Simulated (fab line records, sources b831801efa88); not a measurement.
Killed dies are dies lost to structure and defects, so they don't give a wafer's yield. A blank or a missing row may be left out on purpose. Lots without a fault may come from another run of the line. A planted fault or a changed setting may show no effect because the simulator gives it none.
One fault seen from 2 desks | flow gf180mcu | each desk has only its own numbers; what lay behind them comes last

THE METROLOGY DESK
What the gauges read, lot by lot, whatever tool the lot ran on: means of the sampled wafers that have a number. A lot is out of limits, marked OUT, if its mean lies more than 4 standard deviations from the usual mean; the brackets give that distance.
Columns: A = cd_nm at GF_NSD_CD_MEAS_07, usual 399.8 nm; B = cd_nm at GF_PSD_CD_MEAS_07, usual 400.5 nm
lot  | first seen here | A               | B
L874 | day 13 04:38    | 400.3           | 399.9
L875 | day 13 18:02    | 400.2           | 401.5
L876 | day 14 03:16    | 397.4           | 402.4
L882 | day 16 02:14    | 364.5 (-19) OUT | 398.4
L884 | day 16 19:30    | 372.0 (-15) OUT | 399.9
L888 | day 18 01:57    | 400.9           | 402.8
L892 | day 19 14:35    | 399.2           | 402.6
L894 | day 20 07:53    | 400.8           | 406.0
L896 | day 20 22:51    | 401.6           | 401.4
This desk's finding: out of limits on L882, L884; first on L882, day 16 02:14 (cd_nm at GF_NSD_CD_MEAS_07). In limits: L874, L875, L876, L888, L892, L894, L896.

THE TOOL OWNER'S DESK: iline_stepper-01
The tool's own readings at GF_NSD_EXPOSE_04 (exposes mask Nplus, target cd 400 nm): means of the sampled wafers that have a number, for each lot that ran on this tool. A lot is out of limits, marked OUT, if its mean lies more than 4 standard deviations from the usual mean; the brackets give that distance.
Columns: A = exposure_dose_mJ_cm2 at GF_NSD_EXPOSE_04, usual 139.72
lot  | first seen here | A
L875 | day 13 08:04    | 139.55
L882 | day 15 15:35    | 123.20 (-79) OUT
L884 | day 16 08:27    | 126.61 (-62) OUT
This desk's finding: out of limits on L882, L884; first on L882, day 15 15:35 (exposure_dose_mJ_cm2 at GF_NSD_EXPOSE_04). In limits: L875.

PUT TOGETHER
The tool owner's desk could have raised an alarm at day 15 15:35, on L882, L884.
The metrology desk could have raised an alarm at day 16 02:14, on L882, L884.
Of the lots named, all ran GF_NSD_EXPOSE_04 on iline_stepper-01.

WHAT THE SIMULATOR HAD PUT IN
Process parameter drift: iline_stepper-01, from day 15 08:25 on, at GF_NSD_EXPOSE_04. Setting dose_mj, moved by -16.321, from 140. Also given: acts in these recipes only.
Lots struck among those shown: L882, L884.
Hours from the fault's start to each desk's first reading out of limits: the tool owner's desk, 7; the metrology desk, 18.
